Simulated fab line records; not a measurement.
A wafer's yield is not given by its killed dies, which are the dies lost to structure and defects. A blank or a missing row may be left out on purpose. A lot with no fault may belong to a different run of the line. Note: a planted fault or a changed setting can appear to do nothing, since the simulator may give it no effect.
8D (eight disciplines) problem report, filled in by code :: flow sky130 :: the parts of the form that need people (team, actions taken, sign-off) are left out

## 1. PROBLEM STATEMENT
At SKY_VIA2_ETCH_14, oes_product_au averages 1.002 a.u. over 6 wafers from 2 lots, while fault-free wafers read 0.855 a.u., standard deviation 0.005. That puts it +30 standard deviations away from the usual mean.
The step: etches BARC in N2/H2, stops on SiO2, time 45.9 s, target depth 60 nm.
First seen on wafer L243.3, day 39 21:25, on rie_diel-02. The record has a number at this step for 42 wafers belonging to 14 lots. The rule behind "out" and "out of limits": a value lying over 4 standard deviations away from the usual mean. Any other wafer with a number is counted as sound.

## 2. WHAT IT IS, WHAT IT ISN'T
question: which readings at this step
is: oes_product_au, run_length_s
is not: drypump_motor_current_A

question: which lots
is: L243, L247
is not: L233, L234, L235, L236, L237, L238, L239, L240, L249, L250, L254, L256

question: which wafers of those lots
is: all that have a number
is not: -

question: read on which tools
is: rie_diel-02
is not: rie_diel-03, rie_diel-04

question: when
is: from day 39 21:25
is not: up to then (24 sound wafers); but 12 sound wafers of L249, L250, L254, L256 came after

## 3. THE SUSPECTS, EACH WITH WHAT RULES IT OUT
Counting: a tool stays on the suspect list if, at a process step up to the reading, it processed all lots that are out and no sound lot following the first of them.
- rie_diel-02 at SKY_VIA2_ETCH_14 (etches BARC in N2/H2, stops on SiO2, time 45.9 s, target depth 60 nm): ruled out as a lasting fault. Following L243 (day 39 21:25), the first lot on it that is out, the sound lots L256 were run on it.
Left after counting: nothing in the record.

## 4. THE CAUSE (what the simulator had put in)
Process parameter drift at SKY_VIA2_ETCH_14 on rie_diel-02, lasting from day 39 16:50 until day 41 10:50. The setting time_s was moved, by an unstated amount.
Counting ruled it out, wrongly.

## 5. THE CHAIN OF EFFECTS, in route order
Each row: a reading where the mean over the struck wafers with a number is more than 3 standard deviations away from the usual. Only readings for which the record gives a usual standard deviation are gone through. hours: the time from each lot's start at the first step in this table that gives one to its start at this step, as a median over the lots. sigmas: the change in usual standard deviations.
hours: 0
step: SKY_VIA2_ETCH_14
reading: oes_product_au
usual: 0.855 a.u.
on struck wafers: 1.002
change: +0.147
sigmas: +30

hours: 0
step: SKY_VIA2_ETCH_14
reading: run_length_s
usual: 74.3 s
on struck wafers: 66.0
change: -8.3
sigmas: -16

hours: 0
step: SKY_VIA2_STRIP_16
reading: strip_time_to_endpoint_s
usual: 4.049 s
on struck wafers: 4.137
change: +0.088
sigmas: +3.5
Process steps it contains:
- SKY_VIA2_ETCH_14: etches BARC in N2/H2, stops on SiO2, time 45.9 s, target depth 60 nm.
- SKY_VIA2_STRIP_16: strips in O2/N2.

## 6. HOW IT WOULD HAVE BEEN CAUGHT EARLIER
5 hours passed between the start of the fault at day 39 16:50 and the first reading out of limits in this record, taken at day 39 21:25.
